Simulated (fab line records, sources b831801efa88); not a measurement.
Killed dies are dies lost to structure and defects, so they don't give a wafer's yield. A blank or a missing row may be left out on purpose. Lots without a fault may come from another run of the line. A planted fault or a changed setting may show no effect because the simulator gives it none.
fab line records | flow sky130 | part 2 of 2: steps 26 to 35 of 35
record lots=5 wafers=15 last_day=50
route steps=708 shown FIELD_ISO@15 NWELL@32 DNWELL@35 PWDE@45
lots that met no fault: from a run of the same line without faults
start_h: hours from the record's first day to the start of the lot's first wafer shown | wait_h: hours since the lot's step before | " the same as in the row above | L1.1+2: a row that stands for several wafers | - no value, or no start given | * or withheld: withheld | < > ~ a bound
route shown NAME@n: a module of which the file shows steps, and the number in the route of the first | usual: mean/standard deviation of fault-free wafers | same: alike in all rows | chamber/n: place in a boat | sites: the reading at each site | _std_site: their standard deviation | _edge_site: outer sites' mean less inner sites' | radius_mm: how far each site lies from the wafer's centre | mask NAME#n: copy n | behind: the tool/chamber that last shaped the wafer | hold: why the lot was held/for how many hours/how that ended | device: the transistor (n, p or np) that didn't switch | end of line: the same wafers' tests at the end of the route | a step without rows: its recipe alone | killed: dies lost to structure and defects at the first sort, not the wafer's yield | map: a wafer's dies, x killed, . not, _ none there
set.NAME: the setting as run; set.NAME@STEP: as run at that earlier step | model.NAME: the simulator's own value behind a step, which no gauge read
lots at some steps of the route; a table a step, a row a wafer
services: from which hour (start_h, from the record's first day; less than 0 if before it) a tool's chamber was out of use, for how many hours, and why
## steps
# step SKY_DNWELL_PEB_05
# recipe temp_c=115 time_s=withheld
# usual exhaust_pa=45.1/0.94
# columns lot.wafer tool chamber start_h wait_h exhaust_pa
L076.2 litho_track-04 0 - - 45.3
L076.3 " 0 " " 45.0
L076.4 " 0 " " 45.8
L078.2 litho_track-03 0 - - 46.1
L078.3 " 0 " " 46.6
L078.4 " 0 " " 45.4
L084.3 litho_track-03 0 - - 43.5
L084.4 " 0 " " 44.9
L084.6 " 0 " " 44.0
L089.2 litho_track-03 0 - - 44.7
L089.4 " 0 " " 44.0
L089.6 " 0 " " 43.7
L097.2 litho_track-02 0 - - 45.1
L097.5 " 0 " " 44.5
L097.6 " 0 " " 45.2
# step SKY_DNWELL_DEVELOP_06
# recipe wall_angle_deg=90 developer=TMAH develop_time_s=60 dev_temp_c=22.1
# usual exhaust_pa=45.0/0.75
# columns lot.wafer tool chamber start_h wait_h exhaust_pa
L076.2 litho_track-04 0 - - 43.9
L076.3 " 0 " " 43.4
L076.4 " 0 " " 45.0
L078.2 litho_track-03 0 - - 46.6
L078.3 " 0 " " 45.2
L078.4 " 0 " " 44.6
L084.3 litho_track-03 0 - - 46.8
L084.4 " 0 " " 45.1
L084.6 " 0 " " 45.4
L089.2 litho_track-03 0 - - 45.7
L089.4 " 0 " " 46.0
L089.6 " 0 " " 45.3
L097.2 litho_track-02 0 - - 44.8
L097.5 " 0 " " 45.8
L097.6 " 0 " " 45.2
# step SKY_DNWELL_IMPLANT_07
# recipe species=P energy_kev=withheld dose_cm2=withheld tilt_deg=withheld
# columns lot.wafer tool chamber start_h wait_h
L076.2+3+4 implanter-01 0 64.48 -
L078.2+3+4 implanter-04 0 73.23 -
L084.3+4+6 implanter-01 0 106.46 -
L089.2+4+6 implanter-01 0 137.13 -
L097.2+5+6 implanter-01 0 178.85 -
# step SKY_DNWELL_STRIP_08
# recipe chemistry=O2/N2 power_w=1400 pressure_mtorr=1500 platen_temp_c=withheld o2_flow_sccm=3000 n2_flow_sccm=300 overash_fraction=0.5
# usual chamber_pressure_mTorr=1500/3.2 drypump_motor_current_A=5.6/0.39 oes_product_au=0.722/0.0039 strip_time_to_endpoint_s=36.91/0.1
# columns lot.wafer tool chamber start_h wait_h chamber_pressure_mTorr drypump_motor_current_A oes_product_au rf_hours_counter_h strip_time_to_endpoint_s
L076.2 plasma_asher-03 1 64.60 0.1 1499 5.2 0.722 37 36.85
L076.3 " 1 " " 1498 5.2 0.723 - 36.71
L076.4 " 0 " " 1497 5.7 0.718 - 36.85
L078.2 plasma_asher-04 0 73.36 0.1 1476 5.8 0.716 40 36.91
L078.3 " 0 " " 1499 5.8 0.728 - 36.92
L078.4 " 1 " " 1501 6.1 0.726 - 36.89
L084.3 plasma_asher-03 1 106.59 0.1 1502 5.2 0.720 - 36.92
L084.4 " 0 " " 1502 5.7 0.727 - 37.00
L084.6 " 1 " " 1498 5.2 0.721 - 36.93
L089.2 plasma_asher-01 1 137.25 0.1 1500 4.9 0.726 32 36.93
L089.4 " 1 " " 1498 4.9 0.714 - 36.93
L089.6 " 0 " " 1500 5.6 0.716 - 37.03
L097.2 plasma_asher-03 0 178.98 0.1 1501 5.7 0.724 49 36.85
L097.5 " 1 " " 1501 5.2 0.718 - 36.86
L097.6 " 0 " " 1501 5.7 0.719 - 36.87
# step SKY_DNWELL_TW_MEAS_09
# usual DNWELL_TW=1122/16
# columns lot.wafer tool chamber start_h wait_h DNWELL_TW
L076.2 film_metro-04 - 64.71 0.1 1125
L076.3 " - " " 1131
L076.4 " - " " 1124
L078.2 film_metro-03 - 73.47 0.1 1129
L078.3 " - " " 1133
L078.4 " - " " 1139
L084.3 film_metro-03 - 106.68 0.1 1117
L084.4 " - " " 1115
L084.6 " - " " 1121
L089.2 film_metro-04 - 137.36 0.1 1136
L089.4 " - " " 1137
L089.6 " - " " 1147
L097.2 film_metro-04 - 179.09 0.1 1124
L097.5 " - " " 1121
L097.6 " - " " 1124
# step SKY_PWDE_DEHYDRATE_00
# recipe temp_c=200 time_s=60
# usual exhaust_pa=45.0/0.92
# columns lot.wafer tool chamber start_h wait_h exhaust_pa
L076.2 litho_track-01 0 72.32 7.6 44.4
L076.3 " 0 " " 44.9
L076.4 " 0 " " 44.2
L078.2 litho_track-03 0 81.03 7.6 45.0
L078.3 " 0 " " 46.3
L078.4 " 0 " " 44.7
L084.3 litho_track-04 0 114.90 8.2 45.7
L084.4 " 0 " " 45.7
L084.6 " 0 " " 44.1
L089.2 litho_track-03 0 145.53 8.2 44.1
L089.4 " 0 " " 44.7
L089.6 " 0 " " 45.2
L097.2 litho_track-04 0 188.38 9.3 44.6
L097.5 " 0 " " 44.5
L097.6 " 0 " " 43.9
# step SKY_PWDE_HMDS_01
# recipe prime_time_s=60 prime_temp_c=120
# usual exhaust_pa=44.9/0.91 prime_temp_c=120.00/0.12
# columns lot.wafer tool chamber start_h wait_h exhaust_pa prime_temp_c
L076.2 litho_track-01 0 72.47 0.1 44.1 119.88
L076.3 " 0 " " 44.2 119.80
L076.4 " 0 " " 45.1 119.94
L078.2 litho_track-03 0 81.18 0.1 44.8 120.02
L078.3 " 0 " " 45.3 120.10
L078.4 " 0 " " 44.0 119.98
L084.3 litho_track-04 0 115.05 0.1 45.8 120.10
L084.4 " 0 " " 44.6 119.92
L084.6 " 0 " " 44.8 119.88
L089.2 litho_track-03 0 145.68 0.1 45.0 120.04
L089.4 " 0 " " 44.1 119.89
L089.6 " 0 " " 46.1 119.94
L097.2 litho_track-04 0 188.53 0.1 44.6 119.93
L097.5 " 0 " " 45.2 120.00
L097.6 " 0 " " 46.4 119.95
# step SKY_PWDE_COAT_02
# recipe spin_rpm=2000 resist_thk_nm=3000
# usual exhaust_pa=45.1/0.89
# columns lot.wafer tool chamber start_h wait_h exhaust_pa
L076.2 litho_track-01 0 72.62 0.1 46.3
L076.3 " 0 " " 46.5
L076.4 " 0 " " 45.4
L078.2 litho_track-03 0 81.33 0.1 45.7
L078.3 " 0 " " 45.4
L078.4 " 0 " " 46.0
L084.3 litho_track-04 0 115.20 0.1 44.7
L084.4 " 0 " " 44.4
L084.6 " 0 " " 44.4
L089.2 litho_track-03 0 145.83 0.1 45.1
L089.4 " 0 " " 46.3
L089.6 " 0 " " 45.5
L097.2 litho_track-04 0 188.68 0.1 44.2
L097.5 " 0 " " 45.4
L097.6 " 0 " " 44.9
# step SKY_PWDE_SOFTBAKE_03
# recipe temp_c=110 time_s=withheld
# usual exhaust_pa=45.0/0.96
# columns lot.wafer tool chamber start_h wait_h exhaust_pa
L076.2 litho_track-01 0 72.78 0.1 44.4
L076.3 " 0 " " 43.9
L076.4 " 0 " " 45.0
L078.2 litho_track-03 0 81.49 0.1 44.7
L078.3 " 0 " " 45.0
L078.4 " 0 " " 44.4
L084.3 litho_track-04 0 115.37 0.1 45.7
L084.4 " 0 " " 44.4
L084.6 " 0 " " 46.3
L089.2 litho_track-03 0 145.99 0.1 43.9
L089.4 " 0 " " 44.5
L089.6 " 0 " " 43.2
L097.2 litho_track-04 0 188.84 0.1 44.2
L097.5 " 0 " " 45.3
L097.6 " 0 " " 44.7
# step SKY_PWDE_EXPOSE_04
# recipe mask_id=PWDEM na=0.6 source_shape=conventional sigma_outer=0.6 polarization=unpolarized target_cd_nm=840 dose_mj=214
# usual exposure_dose_mJ_cm2=214.05/0.21
# columns lot.wafer tool chamber start_h wait_h mask exposure_dose_mJ_cm2
L076.2 iline_stepper-01 0 - - PWDEM#0 213.80
L076.3 " 0 " " PWDEM#0 214.02
L076.4 " 0 " " PWDEM#0 214.06
L078.2 iline_stepper-02 0 - - PWDEM#0 213.90
L078.3 " 0 " " PWDEM#0 213.81
L078.4 " 0 " " PWDEM#0 214.15
L084.3 iline_stepper-02 0 - - PWDEM#0 214.35
L084.4 " 0 " " PWDEM#0 214.40
L084.6 " 0 " " PWDEM#0 214.06
L089.2 iline_stepper-01 0 - - PWDEM#0 213.98
L089.4 " 0 " " PWDEM#0 213.94
L089.6 " 0 " " PWDEM#0 214.06
L097.2 iline_stepper-02 0 - - PWDEM#0 214.04
L097.5 " 0 " " PWDEM#0 213.63
L097.6 " 0 " " PWDEM#0 213.91
## services
# columns tool chamber start_h hours kind
rie_diel-04 0 22.63 13.7 repair
furnace-02 - 25.61 4.1 repair
iline_stepper-01 - 25.80 1.7 pm
plasma_asher-01 - 27.78 0.8 repair
rie_si-02 2 48.32 11.1 repair
rie_diel-02 3 52.65 16.1 repair
hdpcvd-02 - 77.81 17.9 repair
rie_si-02 2 81.25 3.2 repair
rie_diel-04 1 90.55 16.4 repair
rie_diel-04 - 93.17 14.6 pm
furnace-02 - 95.01 3.5 pm
cmp-01 - 110.19 7.2 pm
rie_si-02 - 111.68 0.2 repair
furnace-01 - 119.13 2.7 pm
rie_diel-02 1 124.66 32.8 repair
cmp-01 - 124.94 1.4 repair
furnace-02 - 138.01 3.7 pm
iline_stepper-02 - 140.79 3.2 repair
hdpcvd-02 - 147.36 2.5 repair
rie_diel-02 2 153.94 2.9 repair
rie_si-02 1 159.64 13.4 repair
rie_si-02 3 161.46 4.6 repair
wet_bench-02 - 175.28 2.4 repair
furnace-02 - 180.98 3.3 pm
